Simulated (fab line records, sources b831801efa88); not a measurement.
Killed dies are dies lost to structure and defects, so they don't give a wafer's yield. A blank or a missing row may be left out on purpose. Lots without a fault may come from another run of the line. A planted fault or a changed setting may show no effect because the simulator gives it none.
One fault seen from 2 desks | flow gf180mcu | each desk has only its own numbers; what lay behind them comes last

THE TOOL OWNER'S DESK: litho_track-03
The tool's own readings at GF_VT_IMPLANT_DEVELOP_17 (develop time 60 s): means of the sampled wafers that have a number, for each lot that ran on this tool. A lot is out of limits, marked OUT, if its mean lies more than 4 standard deviations from the usual mean; the brackets give that distance.
Columns: A = chill_plate_temp_C at GF_VT_IMPLANT_DEVELOP_17, usual 23.01 C
lot  | first seen here | A
L527 | day 7 00:07     | 22.99
L547 | day 12 07:19    | 22.94
L548 | day 12 13:25    | 23.02
This desk's finding: nothing out of limits on any of the 3 lots.

THE METROLOGY DESK
What the gauges read, lot by lot, whatever tool the lot ran on: means of the sampled wafers that have a number. A lot is out of limits, marked OUT, if its mean lies more than 4 standard deviations from the usual mean; the brackets give that distance.
Columns: A = MVSD_TW at GF_MVSD_TW_MEAS_11, usual 1566; B = VT_IMPLANT_OVL at GF_VT_IMPLANT_OVL_MEAS_07, usual 0.3 nm; C = VT_IMPLANT_3_TW at GF_VT_IMPLANT_TW_MEAS_32, usual 266.5
lot  | first seen here | A    | B    | C
L525 | day 4 14:20     | 1563 | 1.7  | 265.0
L526 | day 4 18:50     | 1573 | -2.1 | 264.5
L527 | day 5 02:02     | 1558 | -1.2 | 267.1
L529 | day 5 14:17     | 1557 | -0.5 | 267.4
L530 | day 5 18:11     | 1567 | -0.6 | 267.9
L532 | day 6 06:19     | 1566 | 1.7  | 265.9
L535 | day 6 22:14     | 1563 | -1.7 | 266.0
L536 | day 7 08:29     | 1594 | 1.1  | 266.5
L537 | day 7 11:39     | 1579 | 1.7  | 266.5
L538 | day 7 18:02     | 1555 | -0.7 | 268.0
L539 | day 8 03:42     | 1552 | -0.1 | 267.9
L542 | day 8 15:35     | 1552 | 2.8  | 263.6
L546 | day 9 15:53     | 1592 | -0.8 | 266.4
L547 | day 9 21:32     | 1594 | 0.0  | 266.5
L548 | day 10 03:41    | 1567 | -1.5 | 265.4
This desk's finding: nothing out of limits on any of the 15 lots.

PUT TOGETHER
The tool owner's desk saw nothing out of limits.
The metrology desk saw nothing out of limits.

WHAT THE SIMULATOR HAD PUT IN
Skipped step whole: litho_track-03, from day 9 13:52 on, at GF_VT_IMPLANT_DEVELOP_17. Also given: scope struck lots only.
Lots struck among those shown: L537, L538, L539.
